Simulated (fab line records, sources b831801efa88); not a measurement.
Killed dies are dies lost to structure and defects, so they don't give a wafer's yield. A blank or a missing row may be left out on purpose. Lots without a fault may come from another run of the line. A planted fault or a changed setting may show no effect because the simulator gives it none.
Which tool did it? | flow gf180mcu | 13 lots, 39 wafers sampled, at 2 steps of a route of 602

WHAT THE GAUGES READ, wafer by wafer
GF_M2_OVL_MEAS_15. Usual: M2_OVL -2 nm, standard deviation 5.1.
lot  | measured     | on         | M2_OVL (nm) | flag
L621 | day 19 03:00 | overlay-02 | -11 -6 -8   |
L622 | day 19 12:38 | overlay-01 | 3 3 3       |
L624 | day 20 18:05 | overlay-02 | -3 2 -6     |
L625 | day 21 14:32 | overlay-02 | 1 1 0       |
L626 | day 22 05:02 | overlay-01 | -8 -9 -12   |
L627 | day 22 18:26 | overlay-01 | -4 -11 -4   |
L629 | day 23 09:14 | overlay-02 | -1 3 1      |
L638 | day 25 15:58 | overlay-01 | -14 2 -7    |
L639 | day 25 23:00 | overlay-02 | -1 0 -2     |
L640 | day 26 08:32 | overlay-02 | 3 4 5       |
L641 | day 26 09:14 | overlay-01 | -9 -8 -6    |
L642 | day 26 17:52 | overlay-01 | -4 2 -1     |
L643 | day 27 01:04 | overlay-02 | 5 -5 -2     |

WHICH TOOL RAN EACH LOT (tool, then ch and the chambers of the sampled wafers, then the start)
lot  | GF_HV_LDD_ETCHBACK_58
L621 | rie_diel-02 ch 1,2,3, day 12 12:11
L622 | rie_diel-04 ch 2,3, day 12 20:41
L624 | rie_diel-02 ch 1,2,3, day 13 21:02
L625 | rie_diel-04 ch 0,1,2, day 14 15:41
L626 | rie_diel-01 ch 0,1,3, day 15 03:20
L627 | rie_diel-04 ch 0,3, day 15 15:08
L629 | rie_diel-02 ch 0,2,3, day 16 02:05
L638 | rie_diel-02 ch 0,2, day 18 14:02
L639 | rie_diel-02 ch 0,2,3, day 19 00:09
L640 | rie_diel-04 ch 1,2,3, day 19 09:14
L641 | rie_diel-02 ch 1,3, day 19 13:08
L642 | rie_diel-04 ch 1,2,3, day 19 21:19
L643 | rie_diel-01 ch 0,2, day 20 05:22
- GF_HV_LDD_ETCHBACK_58: etches Si3N4 in CH3F/O2, stops on SiO2, time 100 s, target depth 90 nm.

WHAT THE TOOLS THEMSELVES READ (means of the sampled wafers that have a number; where no wafer has one, the mark that the record gives instead)
GF_HV_LDD_ETCHBACK_58. Usual: bias_w 80.02 W, standard deviation 0.26; drypump_motor_current_A 5.8 A, standard deviation 0.45; oes_product_au 0.843 a.u., standard deviation 0.0059; throttle_valve_pct 10.561 %, standard deviation 0.0087.
lot  | tool        | bias_w (W) | drypump_motor_current_A (A) | oes_product_au (a.u.) | throttle_valve_pct (%) | flag
L621 | rie_diel-02 | 80.01      | 5.8                         | 0.842                 | 10.558                 |
L622 | rie_diel-04 | 79.63      | 5.9                         | 0.845                 | 10.557                 |
L624 | rie_diel-02 | 80.23      | 5.8                         | 0.852                 | 10.560                 |
L625 | rie_diel-04 | 79.78      | 5.6                         | 0.851                 | 10.560                 |
L626 | rie_diel-01 | 80.30      | 6.0                         | 0.840                 | 10.555                 |
L627 | rie_diel-04 | 80.04      | 5.7                         | 0.842                 | 10.549                 |
L629 | rie_diel-02 | 79.93      | 5.8                         | 0.844                 | 10.561                 |
L638 | rie_diel-02 | 80.40      | 5.9                         | 0.847                 | 10.563                 |
L639 | rie_diel-02 | 79.80      | 5.8                         | 0.849                 | 10.559                 |
L640 | rie_diel-04 | 79.84      | 5.8                         | 0.842                 | 10.569                 |
L641 | rie_diel-02 | 80.17      | 6.0                         | 0.840                 | 10.556                 |
L642 | rie_diel-04 | 80.48      | 5.8                         | 0.843                 | 10.562                 |
L643 | rie_diel-01 | 80.09      | 5.9                         | 0.843                 | 10.561                 |

THE ANSWER, worked out from the rows above alone
Rule: a lot is off if the mean of its wafers that have a number lies more than 3 standard deviations from the usual mean. A lot without any number at a reading at which 4 lots or more have one is off too. The other lots that the step has rows for count as sound. The gauges are gone through in route order, then the tools' own readings, and for those a lot's mean is taken as printed above. The first step at which some lot is off is used, and at that step the reading that is off furthest; a lot without a number counts as furthest.
No lot is off at any reading shown: from this, nothing can be told.

WHAT THE SIMULATOR HAD PUT IN
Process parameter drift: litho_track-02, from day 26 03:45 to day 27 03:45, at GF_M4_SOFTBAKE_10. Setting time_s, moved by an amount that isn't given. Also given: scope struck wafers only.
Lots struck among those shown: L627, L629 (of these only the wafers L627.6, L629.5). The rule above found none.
